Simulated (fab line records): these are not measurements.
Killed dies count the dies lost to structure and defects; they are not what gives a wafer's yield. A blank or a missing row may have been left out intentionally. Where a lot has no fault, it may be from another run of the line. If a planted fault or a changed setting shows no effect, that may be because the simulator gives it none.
Matching of chambers / flow sky130 / SKY_POLY_GATE_ETCH_17 on rie si-02: 4 sister chambers
The step etches poly-Si in HBr/Cl2, stops on SiO2, target depth 180 nm, time 70.5 s. 14 wafers are shown with their chamber, then 7 later ones without.

WAFERS PAIRED WITH THEIR CHAMBERS
wafer=L178.1; chamber=1; drypump motor current A (A)=5.8; throttle valve pct (%)=33.694; bias w (W)=100.26
wafer=L178.2; chamber=2; drypump motor current A (A)=5.4; throttle valve pct (%)=33.698; bias w (W)=99.88
wafer=L178.6; chamber=1; drypump motor current A (A)=5.7; throttle valve pct (%)=33.693; bias w (W)=99.99
wafer=L181.1; chamber=0; drypump motor current A (A)=6.3; throttle valve pct (%)=33.682; bias w (W)=100.15
wafer=L181.4; chamber=3; drypump motor current A (A)=6.8; throttle valve pct (%)=33.698; bias w (W)=99.95
wafer=L181.6; chamber=3; drypump motor current A (A)=6.8; throttle valve pct (%)=33.701; bias w (W)=99.78
wafer=L182.1; chamber=0; drypump motor current A (A)=6.3; throttle valve pct (%)=33.681; bias w (W)=100.24
wafer=L182.2; chamber=2; drypump motor current A (A)=5.4; throttle valve pct (%)=33.688; bias w (W)=99.93
wafer=L182.6; chamber=2; drypump motor current A (A)=5.4; throttle valve pct (%)=33.695; bias w (W)=100.25
wafer=L183.1; chamber=2; drypump motor current A (A)=5.4; throttle valve pct (%)=33.692; bias w (W)=99.86
wafer=L183.2; chamber=1; drypump motor current A (A)=5.8; throttle valve pct (%)=33.679; bias w (W)=99.53
wafer=L183.4; chamber=0; drypump motor current A (A)=6.3; throttle valve pct (%)=33.687; bias w (W)=99.80
wafer=L188.1; chamber=1; drypump motor current A (A)=5.8; throttle valve pct (%)=33.690; bias w (W)=100.05
wafer=L188.4; chamber=3; drypump motor current A (A)=6.8; throttle valve pct (%)=33.682; bias w (W)=100.07

SIGNATURES (means of the wafers above)
reading=drypump motor current A; chamber 0=6.300; chamber 1=5.775; chamber 2=5.400; chamber 3=6.800; scatter within a chamber=0.0274
reading=throttle valve pct; chamber 0=33.68333; chamber 1=33.68900; chamber 2=33.69325; chamber 3=33.69367; scatter within a chamber=0.00653
reading=bias w; chamber 0=100.0633; chamber 1=99.9575; chamber 2=99.9800; chamber 3=99.9333; scatter within a chamber=0.231
Rule: for each reading, subtract the chamber's mean from the wafer's reading, divide by that reading's scatter and square the result; add these up over the readings and take the root, which gives the wafer's distance from the chamber. If the next closest chamber is less than 2 further off than the closest, the wafer can't be placed; otherwise it belongs to the closest. The scatter is the square root of a quotient: the sum, over the shown wafers, of each reading's squared deviation from its chamber's mean, divided by wafers minus chambers.

WAFERS MISSING THEIR CHAMBER
wafer=L188.6; drypump motor current A (A)=6.3; throttle valve pct (%)=33.680; bias w (W)=99.76
wafer=L194.4; drypump motor current A (A)=6.3; throttle valve pct (%)=33.686; bias w (W)=100.01
wafer=L194.5; drypump motor current A (A)=6.8; throttle valve pct (%)=33.694; bias w (W)=100.18
wafer=L194.6; drypump motor current A (A)=5.4; throttle valve pct (%)=33.686; bias w (W)=99.88
wafer=L198.2; drypump motor current A (A)=5.4; throttle valve pct (%)=33.671; bias w (W)=99.64
wafer=L198.3; drypump motor current A (A)=5.7; throttle valve pct (%)=33.693; bias w (W)=100.25
wafer=L198.4; drypump motor current A (A)=6.7; throttle valve pct (%)=33.685; bias w (W)=99.46

WHICH CHAMBER EACH WENT THROUGH
wafer=L188.6; from the rows above=0; in truth=0
wafer=L194.4; from the rows above=0; in truth=0
wafer=L194.5; from the rows above=3; in truth=3
wafer=L194.6; from the rows above=2; in truth=2
wafer=L198.2; from the rows above=2; in truth=2
wafer=L198.3; from the rows above=1; in truth=1
wafer=L198.4; from the rows above=3; in truth=3
7 of 7 placed correctly. Not placeable from these rows: 0. Placed wrongly: 0.
